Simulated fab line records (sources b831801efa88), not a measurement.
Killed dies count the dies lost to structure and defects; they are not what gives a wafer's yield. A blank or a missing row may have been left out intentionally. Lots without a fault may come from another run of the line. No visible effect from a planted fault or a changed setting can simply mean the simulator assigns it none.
What tool caused it? + flow sky130 + 6 lots, 18 wafers sampled, at 1 step of a route of 708

WHAT THE GAUGES READ, wafer by wafer
SKY_SONOS_ONO_THK_MEAS_03.
| lot  | measured     | on            | SONOS_ONO_CVD_02_THK (nm) |
|------|--------------|---------------|---------------------------|
| L198 | day 11 16:34 | film-metro-04 | 10.47 10.68 10.58         |
| L201 | day 12 13:13 | film-metro-04 | 10.62 10.47 10.55         |
| L204 | day 13 17:59 | film-metro-03 | 10.76 10.71 10.67         |
| L207 | day 15 01:25 | film-metro-04 | 10.64 10.64 10.51         |
| L209 | day 15 17:28 | film-metro-03 | 10.57 10.46 10.39         |
| L219 | day 18 17:19 | film-metro-04 | 10.52 10.43 10.42         |

EACH LOT AND THE TOOL THAT RAN IT (in order: tool; ch and the chambers of the sampled wafers; start)
The record holds no process step before these readings.

THE ANSWER, worked out from the rows above alone
Rule: the usual values come from the lots themselves. Put in order of their means at a reading, lots are off if they are a third of the lots or fewer, leave a main group of 4 or more, and stand apart from it by a gap of 3 or more times the standard deviation of the main group's means; of several such gaps the widest counts. The tables above print the reading to a certain number of digits; a main group whose means all agree to those digits is not used. A lot without any number at a reading at which 4 lots or more have one is off too. Where the step has rows for the other lots, those lots are counted as sound.
No lot is off at any reading shown: from this, nothing can be told.

WHAT THE SIMULATOR HAD PUT IN
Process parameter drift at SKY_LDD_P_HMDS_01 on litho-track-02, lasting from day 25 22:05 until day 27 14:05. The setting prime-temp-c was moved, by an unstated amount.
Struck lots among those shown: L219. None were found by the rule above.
